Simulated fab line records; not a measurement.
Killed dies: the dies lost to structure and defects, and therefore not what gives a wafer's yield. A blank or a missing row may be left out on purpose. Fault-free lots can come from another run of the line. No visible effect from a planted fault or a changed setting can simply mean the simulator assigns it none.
fab line records ; flow sky130
record: lots: 10; wafers: 30; last_day: 50
route steps=708 shown VIA2@531 METAL4@634 VIA4@660 PAD_OPEN@708
lots that met no fault: from a run of the same line without faults
start_h: hours from the record's opening day to when the first of the lot's shown wafers began ; wait_h: hours since the lot's step before ; " the same as in the row above ; L1.1+2: a single row standing in for several wafers ; - no value, or no start given ; * or withheld: withheld ; < > ~ a bound
route shown NAME@n: names a module that has steps shown in the file, with the first one's number in the route ; usual: mean/standard deviation of fault-free wafers ; same: alike in all rows ; chamber/n: place in a boat ; sites: per-site readings ; _std_site: standard deviation of those values ; _edge_site: the outer-site mean with the inner-site mean subtracted ; radius_mm: for every site, how far away it sits from the centre of the wafer ; mask NAME#n: copy n ; behind: tool/chamber where the wafer was last shaped ; hold: the reason the lot was held/the length of the hold in hours/how it ended ; device: which transistor (n, p or np) failed to switch ; end of line: the route-end tests of the same wafers ; a step given without rows: its recipe and nothing more ; killed: at the first sort, the dies lost to defects and structure; wafer yield is something else ; map: dies across one wafer; x = killed, . = not, _ = none there
set.NAME: the setting that was run; set.NAME@STEP: the one run at that earlier step ; model.NAME: the simulator's own value behind a step, which no gauge read
steps of the route over a sample of lots; a table a step, a row a wafer
services: when a tool's chamber went out of use (start_h, in hours from the record's first day, below 0 if earlier), for how many hours, and the reason
== steps ==
step: SKY_VIA2_CMP_24
recipe: stop_on: SiO2; t_overpolish_s: 20; down_force_psi: 3.5; platen_rpm: 60; target_thk_nm: 0; pad_velocity_m_s: 0.94248
usual: motor_current_A: 11.7/1.2; overpolish_run_s: 19.999/0.0094; retaining_ring_pressure_frac: 1.000/0.0046; slurry_filter_dp_kPa: 13.47/0.12; time_to_endpoint_s: 100/3.7
lot.wafer;tool;chamber;start_h;wait_h;motor_current_A;overpolish_run_s;retaining_ring_pressure_frac;slurry_filter_dp_kPa;time_to_endpoint_s
L965.2;cmp-01;1;849.36;0.0;11.2;19.991;1.008;13.57;99
L965.4;cmp-01;0;849.36;0.0;9.8;19.998;1.006;13.56;103
L965.5;cmp-01;2;849.36;0.0;14.0;20.003;0.998;13.40;104
L966.1;cmp-01;2;860.75;0.1;13.4;20.007;1.001;13.38;99
L966.2;cmp-01;3;860.75;0.1;12.5;20.002;1.002;13.52;95
L966.4;cmp-01;0;860.75;0.1;10.8;19.996;1.002;13.31;99
L970.1;cmp-01;2;887.92;0.1;14.3;19.997;0.995;13.21;100
L970.3;cmp-01;3;887.92;0.1;12.0;20.004;1.000;13.24;98
L970.6;cmp-01;3;887.92;0.1;12.8;19.989;0.999;13.35;100
L972.1;cmp-01;0;902.07;0.1;10.6;20.002;0.991;13.59;100
L972.6;cmp-01;0;902.07;0.1;10.6;19.980;0.995;13.43;104
L972.5;cmp-01;1;902.07;0.1;10.3;20.001;0.999;13.32;98
L973.1;cmp-02;2;917.06;0.1;12.1;19.994;1.002;13.51;106
L973.4;cmp-02;0;917.06;0.1;10.0;20.006;1.001;13.45;99
L973.6;cmp-02;3;917.06;0.1;11.0;19.997;0.999;13.57;105
L974.1;cmp-01;0;925.72;0.1;11.7;20.020;0.993;13.48;101
L974.4;cmp-01;1;925.72;0.1;11.0;19.991;0.994;13.51;102
L974.5;cmp-01;3;925.72;0.1;11.6;20.012;1.004;13.74;100
L978.4;cmp-01;0;952.57;0.8;10.8;19.994;1.004;13.59;103
L978.2;cmp-01;3;952.57;0.8;12.3;20.006;0.999;13.64;101
L978.5;cmp-01;0;952.57;0.8;10.2;20.003;0.991;13.33;100
L980.2;cmp-01;2;961.85;0.0;13.6;19.998;1.004;13.40;96
L980.3;cmp-01;0;961.85;0.0;11.0;19.991;1.003;13.56;98
L980.1;cmp-01;1;961.85;0.0;11.0;19.996;0.994;13.60;90
L985.4;cmp-01;3;989.72;0.0;12.4;20.006;0.999;13.43;98
L985.3;cmp-01;0;989.72;0.0;10.7;19.991;0.994;13.61;104
L985.1;cmp-01;2;989.72;0.0;13.4;20.007;1.005;13.60;102
L986.2;cmp-01;2;1002.77;0.8;13.9;20.006;1.014;13.41;108
L986.3;cmp-01;3;1002.77;0.8;12.0;19.990;0.998;13.69;106
L986.6;cmp-01;3;1002.77;0.8;12.1;20.002;1.000;13.64;105
step: SKY_METAL4_METAL_ETCH_18
recipe: target_depth_a: 8450; stop_on: SiO2; over_etch_frac: 0.3; time_s: 183.1; chemistry: Cl2/BCl3; resist_sidewall_deg: 88; pressure_mtorr: 10; icp_w: 900; bias_w: 48.5; Cl2_flow_sccm: 60; bcl3_flow_sccm: 30
usual: bias_w: 48.50/0.15; drypump_motor_current_A: 5.6/0.49; mfc_cl2_sccm: 60.00/0.19; oes_product_au: 0.866/0.0069; throttle_valve_pct: 22.263/0.0086
lot.wafer;tool;chamber;start_h;wait_h;bias_w;drypump_motor_current_A;mfc_cl2_sccm;oes_product_au;rf_hours_counter_h;throttle_valve_pct
L965.2;rie_metal-04;1;979.79;0.0;48.43;5.4;60.07;0.860;11;22.264
L965.4;rie_metal-04;1;979.79;0.0;48.53;5.4;60.04;0.851;-;22.275
L965.5;rie_metal-04;0;979.79;0.0;48.67;6.2;59.86;0.853;-;22.265
L966.1;rie_metal-01;0;989.94;0.0;48.46;5.8;59.98;0.874;14;22.250
L966.2;rie_metal-01;1;989.94;0.0;48.52;4.8;60.06;0.857;13;22.258
L966.4;rie_metal-01;1;989.94;0.0;48.56;4.8;60.04;0.867;-;22.261
L970.1;rie_metal-02;0;1015.04;0.0;48.63;6.1;59.87;0.867;16;22.276
L970.3;rie_metal-02;0;1015.04;0.0;48.48;6.1;59.70;0.877;-;22.259
L970.6;rie_metal-02;0;1015.04;0.0;48.53;6.1;59.97;0.868;-;22.262
L972.1;rie_metal-01;0;1029.10;0.0;48.66;5.8;59.83;0.872;16;22.253
L972.5;rie_metal-01;1;1029.10;0.0;48.56;4.9;59.90;0.858;-;22.279
L972.6;rie_metal-01;0;1029.10;0.0;48.66;5.8;59.55;0.858;-;22.277
L973.1;rie_metal-04;0;1042.94;0.0;48.63;6.2;60.00;0.866;21;22.263
L973.4;rie_metal-04;0;1042.94;0.0;48.65;6.2;60.15;0.869;-;22.272
L973.6;rie_metal-04;1;1042.94;0.0;48.58;5.4;60.31;0.877;-;22.255
L974.1;rie_metal-01;0;1048.85;0.0;48.29;5.8;59.93;0.865;17;22.263
L974.4;rie_metal-01;1;1048.85;0.0;48.47;4.8;60.13;0.871;-;22.257
L974.5;rie_metal-01;1;1048.85;0.0;48.48;4.9;60.10;0.870;-;22.266
L978.2;rie_metal-04;1;1072.69;0.0;48.35;5.4;59.91;0.867;17;22.250
L978.4;rie_metal-04;1;1072.69;0.0;48.28;5.4;60.29;0.875;-;22.255
L978.5;rie_metal-04;0;1072.69;0.0;48.36;6.2;59.93;0.872;-;22.253
L980.1;rie_metal-01;0;1081.04;0.0;48.39;5.8;60.10;0.858;20;22.254
L980.2;rie_metal-01;1;1081.04;0.0;48.40;4.8;59.80;0.861;19;22.256
L980.3;rie_metal-01;1;1081.04;0.0;48.33;4.8;60.14;0.871;-;22.273
L985.1;rie_metal-04;0;1104.90;0.0;48.43;6.2;60.15;0.861;0;22.269
L985.3;rie_metal-04;1;1104.90;0.0;48.44;5.4;59.90;0.869;-;22.263
L985.4;rie_metal-04;0;1104.90;0.0;48.68;6.2;59.91;0.868;-;22.260
L986.2;rie_metal-04;1;1117.34;0.0;48.39;5.4;59.81;0.866;22;22.251
L986.3;rie_metal-04;1;1117.34;0.0;48.65;5.4;59.94;0.859;-;22.262
L986.6;rie_metal-04;1;1117.34;0.0;48.49;5.4;59.86;0.864;-;22.251
step: SKY_METAL4_STRIP_19
recipe: chemistry: O2/N2; power_w: 1400; pressure_mtorr: 1500; platen_temp_c: withheld; o2_flow_sccm: 3000; n2_flow_sccm: 300; overash_fraction: 0.5
usual: drypump_motor_current_A: 5.8/0.56; oes_product_au: 0.503/0.0055; strip_time_to_endpoint_s: 6.55/0.079
lot.wafer;tool;chamber;start_h;wait_h;drypump_motor_current_A;oes_product_au;rf_hours_counter_h;strip_time_to_endpoint_s
L965.2;plasma_asher-02;0;979.97;0.1;6.6;0.498;54;6.47
L965.4;plasma_asher-02;1;979.97;0.1;6.1;0.493;-;6.44
L965.5;plasma_asher-02;0;979.97;0.1;6.6;0.503;-;6.66
L966.1;plasma_asher-02;0;990.12;0.1;6.6;0.496;55;6.54
L966.2;plasma_asher-02;1;990.12;0.1;6.1;0.499;55;6.67
L966.4;plasma_asher-02;0;990.12;0.1;6.6;0.507;-;6.66
L970.1;plasma_asher-01;0;1015.39;0.3;5.8;0.500;26;6.46
L970.3;plasma_asher-01;0;1015.39;0.3;5.8;0.505;-;6.47
L970.6;plasma_asher-01;1;1015.39;0.3;5.7;0.495;-;6.52
L972.1;plasma_asher-04;0;1029.28;0.1;4.7;0.501;122;6.44
L972.5;plasma_asher-04;0;1029.28;0.1;4.7;0.516;-;6.66
L972.6;plasma_asher-04;1;1029.28;0.1;5.4;0.499;-;6.49
L973.1;plasma_asher-01;0;1043.12;0.1;5.9;0.505;28;6.57
L973.4;plasma_asher-01;1;1043.12;0.1;5.7;0.514;-;6.63
L973.6;plasma_asher-01;1;1043.12;0.1;5.6;0.499;-;6.48
L974.1;plasma_asher-02;1;1049.03;0.1;6.1;0.506;60;6.58
L974.4;plasma_asher-02;0;1049.03;0.1;6.6;0.504;-;6.63
L974.5;plasma_asher-02;1;1049.03;0.1;6.1;0.509;-;6.70
L978.2;plasma_asher-02;1;1072.87;0.1;6.1;0.498;63;6.46
L978.4;plasma_asher-02;0;1072.87;0.1;6.6;0.501;-;6.46
L978.5;plasma_asher-02;0;1072.87;0.1;6.6;0.504;-;6.67
L980.1;plasma_asher-01;1;1081.22;0.1;5.7;0.505;32;6.64
L980.2;plasma_asher-01;0;1081.22;0.1;5.8;0.504;32;6.62
L980.3;plasma_asher-01;1;1081.22;0.1;5.6;0.500;-;6.62
L985.1;plasma_asher-01;1;1105.08;0.1;5.7;0.499;34;6.52
L985.3;plasma_asher-01;1;1105.08;0.1;5.7;0.497;-;6.46
L985.4;plasma_asher-01;0;1105.08;0.1;5.8;0.506;-;6.56
L986.2;plasma_asher-02;0;1117.52;0.1;6.6;0.501;67;6.53
L986.3;plasma_asher-02;0;1117.52;0.1;6.6;0.501;-;6.55
L986.6;plasma_asher-02;1;1117.52;0.1;6.1;0.500;-;6.52
step: SKY_VIA4_CMP_21
recipe: stop_on: SiO2; t_overpolish_s: 25; down_force_psi: 3.5; platen_rpm: 60; target_thk_nm: 0; pad_velocity_m_s: 0.94248
usual: motor_current_A: 11.8/1.2; overpolish_run_s: 25.000/0.01; retaining_ring_pressure_frac: 1.000/0.005; slurry_filter_dp_kPa: 13.49/0.15; time_to_endpoint_s: 123/3.9
lot.wafer;tool;chamber;start_h;wait_h;motor_current_A;overpolish_run_s;retaining_ring_pressure_frac;slurry_filter_dp_kPa;time_to_endpoint_s
L965.2;cmp-01;2;1006.37;0.3;12.9;25.000;1.008;13.63;126
L965.4;cmp-01;0;1006.37;0.3;10.4;24.996;1.004;13.51;128
L965.5;cmp-01;3;1006.37;0.3;12.6;24.995;1.000;13.25;126
L966.2;cmp-01;3;1014.98;0.1;12.5;25.026;1.000;13.30;126
L966.1;cmp-01;0;1014.98;0.1;10.5;24.992;1.004;13.90;128
L966.4;cmp-01;1;1014.98;0.1;10.8;25.000;0.992;13.52;120
L970.3;cmp-01;2;1039.08;0.0;12.8;25.002;1.000;13.31;117
L970.1;cmp-01;3;1039.08;0.0;12.2;25.017;0.999;13.49;120
L970.6;cmp-01;3;1039.08;0.0;12.6;25.008;0.998;13.71;119
L972.1;cmp-01;2;1053.59;0.1;14.4;25.003;1.010;13.58;123
L972.5;cmp-01;0;1053.59;0.1;10.6;24.995;0.999;13.45;122
L972.6;cmp-01;1;1053.59;0.1;11.6;25.016;0.998;13.45;114
L973.4;cmp-01;2;1066.94;0.1;14.0;24.995;0.996;13.33;126
L973.1;cmp-01;1;1066.94;0.1;11.0;25.007;0.997;13.71;120
L973.6;cmp-01;2;1066.94;0.1;13.1;25.011;0.990;13.26;126
L974.1;cmp-01;3;1073.09;0.1;12.8;24.999;0.998;13.28;121
L974.4;cmp-01;1;1073.09;0.1;11.3;25.021;1.006;13.52;120
L974.5;cmp-01;3;1073.09;0.1;11.7;24.997;0.995;13.67;121
L978.2;cmp-02;0;1096.33;0.0;9.6;24.974;0.995;13.34;119
L978.4;cmp-02;1;1096.33;0.0;12.2;24.997;0.991;13.29;122
L978.5;cmp-02;0;1096.33;0.0;10.2;24.968;1.001;13.35;120
L980.2;cmp-01;2;1104.24;0.0;13.9;24.980;0.995;13.52;130
L980.1;cmp-01;0;1104.24;0.0;10.5;24.987;0.984;13.52;126
L980.3;cmp-01;1;1104.24;0.0;10.5;25.003;0.992;13.49;116
L985.3;cmp-02;0;1126.39;0.1;9.7;25.011;0.997;13.53;122
L985.4;cmp-02;1;1126.39;0.1;12.3;24.997;0.997;13.74;124
L985.1;cmp-02;2;1126.39;0.1;12.1;24.989;0.995;13.51;124
L986.2;cmp-01;2;1139.04;0.0;13.3;24.986;1.000;13.22;124
L986.3;cmp-01;3;1139.04;0.0;12.2;24.999;0.994;13.52;122
L986.6;cmp-01;2;1139.04;0.0;13.5;25.011;0.996;13.55;125
step: SKY_PAD_OPEN_PROBE_99
usual: defect_limited_yield: 82.9/2; killed_at_M0_to_M3: 42/7.6; killed_at_M4_up: 2.9/1.7; killed_at_contacts: 24/5.1; killed_at_front_end: 15/4; killed_at_other: 0.2/0.38; killed_dies: 84/9.9; killed_on_rim: 16/4; killed_open: 46/7.2; killed_short: 38/6.6; sort_bin_3_pad_short: 0.9/0.38; sort_bin_5_function: 10.2/1.5; sort_bin_6_memory: 6.0/1; sort_n_pass: 408/9.9; sort_yield_pct: 82.9/2
same: gross_dies: 492; killed_at_back_side: 0; sort_bin_4_leakage[%]: 0; sort_bin_8_speed[%]: 0
lot.wafer;tool;chamber;start_h;wait_h;defect_limited_yield[%];killed_at_M0_to_M3;killed_at_M4_up;killed_at_contacts;killed_at_front_end;killed_at_other;killed_dies;killed_on_rim;killed_open;killed_short;sort_bin_3_pad_short[%];sort_bin_5_function[%];sort_bin_6_memory[%];sort_n_pass;sort_yield_pct[%]
L965.2;prober-02;-;1078.04;0.1;82.5;48;1;23;14;0;86;15;43;43;1.2;11.2;5.1;406;82.5
L965.4;prober-02;-;1078.14;0.2;81.5;48;4;17;22;0;91;20;45;46;0.8;10.6;7.1;401;81.5
L965.5;prober-02;-;1078.19;0.2;79.7;58;3;28;11;0;100;16;59;41;1.4;11.0;7.9;392;79.7
L966.1;prober-01;-;1084.80;0.1;82.7;40;4;25;16;0;85;22;45;40;1.2;11.4;4.7;407;82.7
L966.2;prober-01;-;1084.85;0.1;84.1;37;3;21;17;0;78;18;34;44;0.2;10.8;4.9;414;84.1
L966.4;prober-01;-;1084.95;0.2;82.9;44;1;23;16;0;84;16;48;36;1.0;10.2;5.9;408;82.9
L970.1;prober-01;-;1106.79;0.1;83.5;48;3;19;11;0;81;12;46;35;1.4;8.7;6.3;411;83.5
L970.3;prober-01;-;1106.89;0.2;82.1;47;5;15;21;0;88;13;40;48;0.8;11.0;6.1;404;82.1
L970.6;prober-01;-;1107.04;0.2;84.3;36;2;27;12;0;77;19;40;37;0.6;9.8;5.3;415;84.3
L972.1;prober-01;-;1120.30;0.1;83.3;41;2;24;13;2;82;13;47;35;1.2;10.2;5.3;410;83.3
L972.5;prober-01;-;1120.50;0.2;79.5;53;1;30;17;0;101;22;63;38;1.6;12.6;6.3;391;79.5
L972.6;prober-01;-;1120.55;0.2;82.5;42;4;25;15;0;86;16;46;40;1.6;9.6;6.3;406;82.5
L973.1;prober-02;-;1131.06;0.1;87.6;28;2;18;13;0;61;11;25;36;0.6;6.9;4.9;431;87.6
L973.4;prober-02;-;1131.21;0.2;85.8;32;2;18;18;0;70;21;36;34;0.4;8.1;5.7;422;85.8
L973.6;prober-02;-;1131.31;0.2;85.6;37;5;15;13;1;71;15;32;39;0.8;8.5;5.1;421;85.6
L974.1;prober-01;-;1135.82;0.1;83.1;49;1;25;8;0;83;10;38;45;1.2;9.3;6.3;409;83.1
L974.4;prober-01;-;1135.97;0.2;86.2;38;1;21;8;0;68;15;39;29;1.0;6.9;5.9;424;86.2
L974.5;prober-01;-;1136.02;0.2;80.5;55;2;22;17;0;96;14;55;41;0.8;12.2;6.5;396;80.5
L978.2;prober-01;-;1156.75;0.1;84.8;34;1;25;14;1;75;19;40;35;0.4;11.2;3.7;417;84.8
L978.4;prober-01;-;1156.85;0.2;81.1;43;5;29;16;0;93;21;52;41;0.6;12.4;5.9;399;81.1
L978.5;prober-01;-;1156.90;0.2;84.1;34;2;27;15;0;78;17;40;38;1.2;10.2;4.5;414;84.1
L980.1;prober-01;-;1165.40;0.1;56.1;187;3;13;13;0;216;49;37;29;2.6;25.2;16.1;276;56.1
L980.2;prober-01;-;1165.45;0.1;60.6;163;3;14;14;0;194;30;31;27;3.3;24.4;11.8;298;60.6
L980.3;prober-01;-;1165.50;0.2;54.9;182;3;22;15;0;222;40;43;40;3.7;26.4;15.0;270;54.9
L985.1;prober-02;-;1184.55;0.1;53.3;187;1;31;10;1;230;43;42;39;2.4;31.5;12.8;262;53.3
L985.3;prober-02;-;1184.65;0.2;56.1;184;1;20;11;0;216;40;38;23;2.6;28.0;13.2;276;56.1
L985.4;prober-02;-;1184.70;0.2;52.6;186;5;30;11;1;233;48;52;33;2.0;29.9;15.4;259;52.6
L986.2;prober-01;-;1193.76;0.1;54.5;185;2;21;15;1;224;44;43;33;4.1;28.0;13.4;268;54.5
L986.3;prober-01;-;1193.81;0.2;56.1;189;0;16;11;0;216;47;26;36;1.6;28.3;14.0;276;56.1
L986.6;prober-01;-;1193.96;0.2;59.3;176;3;15;5;1;200;39;26;28;2.2;26.8;11.6;292;59.3
killed by level:class
L965.2 VIA1:geometric_particle:open=10 CONTACT:geometric_particle:open=8 METAL2:geometric_particle:short=7 VIA2:geometric_particle:open=7 FIELD_ISO:geometric_particle:short=6 LI_CONTACT:geometric_particle:open=5 VIA1:geometric_particle:short=5 VIA3:geometric_particle:short=4
L965.4 VIA1:geometric_particle:open=11 CONTACT:geometric_particle:open=7 METAL2:geometric_particle:short=7 FIELD_ISO:geometric_particle:short=6 VIA2:geometric_particle:open=6 LI_CONTACT:geometric_particle:open=5 SPACER:geometric_particle:short=5 METAL1:geometric_particle:short=5
L965.5 VIA2:geometric_particle:open=12 CONTACT:geometric_particle:open=12 VIA1:geometric_particle:open=9 LI_CONTACT:geometric_particle:open=6 METAL1:geometric_particle:short=6 VIA3:geometric_particle:open=6 LOCAL_INTERCONNECT:geometric_particle:short=5 METAL3:geometric_particle:short=5
L966.1 CONTACT:geometric_particle:open=9 VIA1:geometric_particle:open=9 VIA3:geometric_particle:open=7 LI_CONTACT:geometric_particle:open=6 VIA2:geometric_particle:open=6 FIELD_ISO:geometric_particle:short=5 CONTACT:geometric_particle:short=5 METAL2:geometric_particle:short=5
L966.2 VIA1:geometric_particle:short=9 VIA1:geometric_particle:open=7 LI_CONTACT:geometric_particle:open=5 CONTACT:geometric_particle:short=5 FIELD_ISO:geometric_particle:short=4 POLY_GATE:geometric_particle:short=4 LOCAL_INTERCONNECT:geometric_particle:short=4 CONTACT:geometric_particle:open=4
L966.4 CONTACT:geometric_particle:open=12 VIA1:geometric_particle:open=12 METAL2:geometric_particle:short=8 VIA2:geometric_particle:open=5 VIA1:geometric_particle:short=5 VIA3:geometric_particle:open=5 FIELD_ISO:geometric_particle:open=4 LOCAL_INTERCONNECT:geometric_particle:short=4
L970.1 VIA1:geometric_particle:short=9 VIA2:geometric_particle:open=8 LI_CONTACT:geometric_particle:open=8 VIA1:geometric_particle:open=8 VIA3:geometric_particle:open=7 METAL1:geometric_particle:short=6 CONTACT:geometric_particle:open=5 CONTACT:geometric_particle:short=5
L970.3 FIELD_ISO:geometric_particle:short=8 VIA3:geometric_particle:short=8 METAL1:geometric_particle:short=7 LI_CONTACT:geometric_particle:open=6 VIA1:geometric_particle:open=6 VIA2:geometric_particle:open=6 METAL2:geometric_particle:short=5 METAL4:geometric_particle:short=5
L970.6 CONTACT:geometric_particle:open=8 LI_CONTACT:geometric_particle:open=7 VIA1:geometric_particle:open=7 VIA1:geometric_particle:short=6 VIA2:geometric_particle:open=6 CONTACT:geometric_particle:short=5 VIA3:geometric_particle:open=5 POLY_GATE:geometric_particle:short=4
L972.1 VIA1:geometric_particle:open=13 LI_CONTACT:geometric_particle:open=8 CONTACT:geometric_particle:open=8 VIA2:geometric_particle:open=6 LOCAL_INTERCONNECT:geometric_particle:short=5 METAL2:geometric_particle:short=5 FIELD_ISO:geometric_particle:short=4 METAL1:geometric_particle:short=4
L972.5 CONTACT:geometric_particle:open=14 VIA1:geometric_particle:open=13 VIA2:geometric_particle:open=9 METAL2:geometric_particle:short=9 LI_CONTACT:geometric_particle:open=6 POLY_GATE:geometric_particle:open=5 METAL1:geometric_particle:open=5 FIELD_ISO:geometric_particle:open=4
L972.6 VIA1:geometric_particle:open=12 CONTACT:geometric_particle:open=7 LOCAL_INTERCONNECT:geometric_particle:short=6 VIA1:geometric_particle:short=6 LI_CONTACT:geometric_particle:open=5 POLY_GATE:geometric_particle:short=4 LI_CONTACT:geometric_particle:short=4 METAL4:geometric_particle:short=4
L973.1 CONTACT:geometric_particle:open=8 POLY_GATE:geometric_particle:short=6 VIA1:geometric_particle:open=6 METAL2:geometric_particle:short=6 LOCAL_INTERCONNECT:geometric_particle:short=5 CONTACT:geometric_particle:short=4 VIA1:geometric_particle:short=4 METAL1:geometric_particle:short=3
L973.4 VIA1:geometric_particle:short=9 VIA1:geometric_particle:open=7 FIELD_ISO:geometric_particle:open=5 LOCAL_INTERCONNECT:geometric_particle:short=5 CONTACT:geometric_particle:open=5 POLY_GATE:geometric_particle:open=4 LI_CONTACT:geometric_particle:open=4 METAL1:geometric_particle:short=4
L973.6 VIA1:geometric_particle:open=7 CONTACT:geometric_particle:open=5 POLY_GATE:geometric_particle:short=4 VIA1:geometric_particle:short=4 VIA2:geometric_particle:open=4 METAL2:geometric_particle:short=4 METAL4:geometric_particle:short=4 FIELD_ISO:geometric_particle:short=3
L974.1 VIA1:geometric_particle:open=12 CONTACT:geometric_particle:open=10 METAL1:geometric_particle:short=9 METAL2:geometric_particle:short=9 CONTACT:geometric_particle:short=7 VIA3:geometric_particle:open=5 VIA1:geometric_particle:short=4 METAL3:geometric_particle:short=4
L974.4 VIA1:geometric_particle:open=10 METAL1:geometric_particle:short=8 CONTACT:geometric_particle:open=6 VIA2:geometric_particle:open=6 LI_CONTACT:geometric_particle:open=5 METAL2:geometric_particle:short=5 LOCAL_INTERCONNECT:geometric_particle:short=4 VIA3:geometric_particle:open=4
L974.5 VIA1:geometric_particle:open=13 CONTACT:geometric_particle:open=8 VIA3:geometric_particle:open=8 METAL2:geometric_particle:short=7 POLY_GATE:geometric_particle:open=6 LI_CONTACT:geometric_particle:open=6 METAL1:geometric_particle:short=5 VIA1:geometric_particle:short=5
L978.2 CONTACT:geometric_particle:open=8 FIELD_ISO:geometric_particle:short=6 LI_CONTACT:geometric_particle:open=6 VIA1:geometric_particle:open=6 METAL1:geometric_particle:short=5 FIELD_ISO:geometric_particle:open=4 LOCAL_INTERCONNECT:geometric_particle:open=4 VIA2:geometric_particle:open=4
L978.4 CONTACT:geometric_particle:open=12 VIA2:geometric_particle:open=10 VIA1:geometric_particle:open=8 LI_CONTACT:geometric_particle:open=6 FIELD_ISO:geometric_particle:short=5 CONTACT:geometric_particle:short=5 LI_CONTACT:geometric_particle:short=5 METAL4:geometric_particle:short=4
L978.5 CONTACT:geometric_particle:short=10 VIA2:geometric_particle:open=9 CONTACT:geometric_particle:open=6 VIA1:geometric_particle:open=6 FIELD_ISO:geometric_particle:short=5 LI_CONTACT:geometric_particle:open=5 LI_CONTACT:geometric_particle:short=5 METAL1:geometric_particle:short=5
L980.1 VIA2:unspecified=150 VIA1:geometric_particle:open=11 VIA2:geometric_particle:open=10 FIELD_ISO:geometric_particle:open=6 CONTACT:geometric_particle:short=5 VIA2:geometric_particle:short=4 LOCAL_INTERCONNECT:geometric_particle:short=3 CONTACT:geometric_particle:open=3
L980.2 VIA2:unspecified=136 VIA1:geometric_particle:open=6 CONTACT:geometric_particle:open=5 CONTACT:geometric_particle:short=4 METAL1:geometric_particle:short=4 LI_CONTACT:geometric_particle:open=3 METAL2:geometric_particle:short=3 METAL1:geometric_particle:open=3
L980.3 VIA2:unspecified=139 VIA1:geometric_particle:open=10 METAL1:geometric_particle:short=8 LI_CONTACT:geometric_particle:open=7 VIA2:geometric_particle:open=7 METAL3:geometric_particle:short=6 POLY_GATE:geometric_particle:short=5 LOCAL_INTERCONNECT:geometric_particle:short=5
L985.1 VIA2:unspecified=149 CONTACT:geometric_particle:open=13 VIA1:geometric_particle:open=9 METAL2:geometric_particle:short=8 LI_CONTACT:geometric_particle:open=7 LI_CONTACT:geometric_particle:short=6 METAL1:geometric_particle:short=5 POLY_GATE:geometric_particle:short=4
L985.3 VIA2:unspecified=155 CONTACT:geometric_particle:open=9 VIA2:geometric_particle:open=7 LI_CONTACT:geometric_particle:open=5 VIA1:geometric_particle:short=5 VIA1:geometric_particle:open=5 FIELD_ISO:geometric_particle:open=4 METAL1:geometric_particle:short=4
L985.4 VIA2:unspecified=148 LI_CONTACT:geometric_particle:open=11 CONTACT:geometric_particle:open=10 VIA1:geometric_particle:open=10 LOCAL_INTERCONNECT:geometric_particle:short=6 VIA3:geometric_particle:open=6 METAL2:geometric_particle:short=4 METAL3:geometric_particle:short=4
L986.2 VIA2:unspecified=148 FIELD_ISO:geometric_particle:open=7 VIA2:geometric_particle:open=7 LI_CONTACT:geometric_particle:open=6 METAL2:geometric_particle:short=6 VIA1:geometric_particle:open=6 LOCAL_INTERCONNECT:geometric_particle:short=5 CONTACT:geometric_particle:open=5
L986.3 VIA2:unspecified=154 VIA1:geometric_particle:open=7 CONTACT:geometric_particle:short=5 FIELD_ISO:geometric_particle:short=4 POLY_GATE:geometric_particle:short=4 METAL1:geometric_particle:short=4 VIA2:geometric_particle:short=4 VIA2:geometric_particle:open=4
L986.6 VIA2:unspecified=146 VIA1:geometric_particle:open=8 CONTACT:geometric_particle:short=6 CONTACT:geometric_particle:open=5 METAL2:geometric_particle:short=5 METAL1:geometric_particle:short=4 METAL4:geometric_particle:short=3 LI_CONTACT:geometric_particle:open=2
== services ==
tool;chamber;start_h;hours;kind
cmp-02;-;828.86;4.7;pm
plasma_asher-01;-;850.24;3.6;repair
cmp-02;-;865.82;0.8;repair
rie_metal-02;0;874.02;4.5;repair
plasma_asher-02;-;885.60;4.2;repair
plasma_asher-01;-;886.70;4.5;repair
cmp-02;-;900.05;3.6;repair
cmp-02;-;912.00;4.0;pm
rie_metal-04;1;917.61;3.2;repair
rie_metal-04;0;925.79;5.1;repair
cmp-02;-;935.29;26.3;pm
cmp-01;-;957.46;1.4;repair
cmp-01;-;964.94;14.4;pm
cmp-02;-;991.96;1.7;repair
cmp-01;-;993.67;7.0;pm
cmp-01;-;1047.38;3.3;repair
cmp-01;-;1060.56;1.1;repair
rie_metal-01;0;1061.78;1.9;repair
plasma_asher-01;-;1064.87;1.6;repair
cmp-01;-;1084.00;4.0;pm
plasma_asher-02;-;1095.07;1.7;repair
plasma_asher-02;-;1101.59;6.3;repair
plasma_asher-01;-;1112.17;6.4;repair
cmp-02;-;1133.05;1.6;repair
== key ==
first_sign: step: SKY_PAD_OPEN_PROBE_99; reading: killed_at_M0_to_M3; direction: up; sigmas: 18; usual: 42; struck: 182
effect: step: SKY_PAD_OPEN_PROBE_99; reading: defect_limited_yield; direction: down; sigmas: 13; usual: 82.9; struck: 55.9
met_at SKY_VIA2_CMP_24
struck_lots L980,L985,L986
not_acting_at SKY_METAL4_METAL_ETCH_18,SKY_METAL4_STRIP_19,SKY_VIA4_CMP_21
onset_between 952.57 961.85
also_fits time
fault: kind: chamber_particle_source; tool: cmp-01; chamber: -; onset_h: 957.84; steps: SKY_VIA2_CMP_24; rate_per_visit_cm2: 0.76368; end_h: 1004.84
